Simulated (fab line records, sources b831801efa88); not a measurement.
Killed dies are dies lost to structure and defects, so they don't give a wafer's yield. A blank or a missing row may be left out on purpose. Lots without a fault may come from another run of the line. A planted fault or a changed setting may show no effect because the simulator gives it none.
One fault seen from 2 desks | flow gf180mcu | each desk has only its own numbers; what lay behind them comes last

THE TOOL OWNER'S DESK: rie_diel-02
The tool's own readings at GF_M5_ETCH_09 (etches Si3N4 in CF4/O2, target depth 52 nm, time 11.6 s): means of the sampled wafers that have a number, for each lot that ran on this tool. A lot is out of limits, marked OUT, if its mean lies more than 4 standard deviations from the usual mean; the brackets give that distance.
Columns: A = drypump_motor_current_A at GF_M5_ETCH_09, usual 5.6 A; B = oes_product_au at GF_M5_ETCH_09, usual 0.999 a.u.; C = rf_fwd_power_W at GF_M5_ETCH_09, usual 787 W; D = throttle_valve_pct at GF_M5_ETCH_09, usual 5.970 %
lot  | first seen here | A   | B     | C              | D
L416 | day 29 01:07    | 5.5 | 1.000 | 788            | 5.974
L418 | day 29 14:43    | 6.0 | 1.029 | 830 (+9.6) OUT | 5.980
L422 | day 30 22:14    | 5.7 | 1.021 | 828 (+9.0) OUT | 5.964
This desk's finding: out of limits on L418, L422; first on L418, day 29 14:43 (rf_fwd_power_W at GF_M5_ETCH_09). In limits: L416.

THE METROLOGY DESK
What the gauges read, lot by lot, whatever tool the lot ran on: means of the sampled wafers that have a number. A lot is out of limits, marked OUT, if its mean lies more than 4 standard deviations from the usual mean; the brackets give that distance.
Columns: A = cd_nm at GF_M5_CD_MEAS_07, usual 279.3 nm; B = M5_OVL at GF_M5_OVL_MEAS_08, usual 2 nm
lot  | first seen here | A     | B
L411 | day 27 12:32    | 279.2 | 1
L416 | day 29 00:58    | 280.1 | 4
L418 | day 29 14:36    | 276.8 | 5
L422 | day 30 22:04    | 278.9 | -4
L426 | day 31 23:13    | 280.2 | -1
L430 | day 32 16:52    | 279.4 | 5
This desk's finding: nothing out of limits on any of the 6 lots.

PUT TOGETHER
The tool owner's desk could have raised an alarm at day 29 14:43, on L418, L422.
The metrology desk saw nothing out of limits.
The metrology desk has L418, L422 on record, within its limits.
Of the lots named, all ran GF_M5_ETCH_09 on rie_diel-02.

WHAT THE SIMULATOR HAD PUT IN
Process parameter drift: rie_diel-02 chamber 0, from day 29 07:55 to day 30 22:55, at GF_M5_ETCH_09. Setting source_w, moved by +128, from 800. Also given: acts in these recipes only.
Lots struck among those shown: L418, L422.
Hours from the fault's start to each desk's first reading out of limits: the tool owner's desk, 7.
